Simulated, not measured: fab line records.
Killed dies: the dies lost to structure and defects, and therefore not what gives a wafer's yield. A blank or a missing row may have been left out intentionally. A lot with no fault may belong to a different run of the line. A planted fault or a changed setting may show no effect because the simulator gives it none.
8D (eight disciplines) problem report, filled in by code / flow sky130 / the parts of the form that need people (team, actions taken, sign-off) are left out

== 1. WHAT WENT WRONG ==
Mean of oesProductAu at SKY_VIA2_ETCH_15: 0.998 a.u. across 3 wafers in 3 lots; on wafers with no fault it is 0.941 a.u. (standard deviation 0.0047). That puts it +12 standard deviations away from the usual mean.
The step: etches SiO2 in C4F8/O2/Ar, stops on TiN, target depth 546 nm, time 84 s.
Seen first at day 40 17:26 on rieDiel-03, wafer L988.5. Wafers with a number at this step in the record: 37, from 13 lots. By rule, "out" or "out of limits" means more than 4 standard deviations away from the usual mean. The rest of the wafers with a number are treated as sound.

== 2. WHAT THIS IS AND IS NOT ==
question=which readings at this step | is=oesProductAu | is not=-
question=which lots | is=L988, L990, L991 | is not=L977, L978, L979, L981, L989, L992, L993, L994, L995, L996
question=which wafers of those lots | is=L988.5, L990.5, L991.5 | is not=L988.4, L990.6, L991.1, L991.6
question=read on which tools | is=rieDiel-01, rieDiel-03, rieDiel-04 | is not=-
question=when | is=from day 40 17:26 | is not=up to then (13 sound wafers); but 21 sound wafers of L989, L990, L991, L992, L993, L994, L995, L996 came after

== 3. WHAT RULES OUT EACH SUSPECT ==
Counting: any tool at a process step up to the reading remains a suspect provided it ran every lot that is out. Sound lots after the first of them don't rule it out here, since some wafers of a struck lot are sound.
- cmp-02 at SKY_VIA2_CMP_02 (polishes SiO2): kept. Ran every lot that is out, first one L988 (day 39 17:10); last sound lot up to then L981 (day 37 12:40).
After counting, what remains is cmp-02 at SKY_VIA2_CMP_02.

== 4. THE CAUSE (what the simulator had put in) ==
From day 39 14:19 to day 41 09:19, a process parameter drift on cmp-02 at SKY_VIA2_CMP_02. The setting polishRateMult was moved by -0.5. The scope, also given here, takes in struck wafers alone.
Only this tool survived the counting.

== 5. THE EFFECT CHAIN, in route order ==
One row per reading whose mean, taken over the struck wafers that have a number, lies over 3 standard deviations from the usual. Scope: only readings with a usual standard deviation given in the record; hours: median across lots of the time from each lot's start at the first step in this table that gives one to its start at this step; sigmas: change in usual standard deviations.
hours=0; step=SKY_VIA2_ETCH_15; reading=oesProductAu; usual=0.941 a.u.; on struck wafers=0.998; change=+0.057; sigmas=+12
hours=200; step=SKY_PAD_OPEN_PROBE_99; reading=defectLimitedYield; usual=82.7 %; on struck wafers=0.0; change=-82.7; sigmas=-39
hours=200; step=SKY_PAD_OPEN_PROBE_99; reading=killed_at_M0_to_M3; usual=43; on struck wafers=450; change=+407; sigmas=+57
hours=200; step=SKY_PAD_OPEN_PROBE_99; reading=killedDies; usual=85; on struck wafers=492; change=+407; sigmas=+41
hours=200; step=SKY_PAD_OPEN_PROBE_99; reading=killedOnRim; usual=17; on struck wafers=96; change=+79; sigmas=+18
hours=200; step=SKY_PAD_OPEN_PROBE_99; reading=sort_bin_5_function; usual=10.2 %; on struck wafers=94.2; change=+84.0; sigmas=+56
hours=200; step=SKY_PAD_OPEN_PROBE_99; reading=sortNPass; usual=407; on struck wafers=0; change=-407; sigmas=-41
hours=200; step=SKY_PAD_OPEN_PROBE_99; reading=sortYieldPct; usual=82.7 %; on struck wafers=0.0; change=-82.7; sigmas=-39
Process steps it contains:
- SKY_VIA2_ETCH_15: etches SiO2 in C4F8/O2/Ar, stops on TiN, target depth 546 nm, time 84 s.
- SKY_PAD_OPEN_PROBE_99

== 6. WHAT WOULD HAVE CAUGHT IT SOONER ==
First out-of-limits reading in this record: day 40 17:26, which is 27 hours after fault onset at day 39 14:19.
No tool reading at SKY_VIA2_CMP_02 that has a usual standard deviation in the record was out on any struck wafer, so an alarm limit of 4 standard deviations on those readings would not have fired.
L991, from the lots that are out (3), started SKY_VIA2_CMP_02 on cmp-02 later than day 40 17:26. It would have been spared by a hold on the tool at that moment.
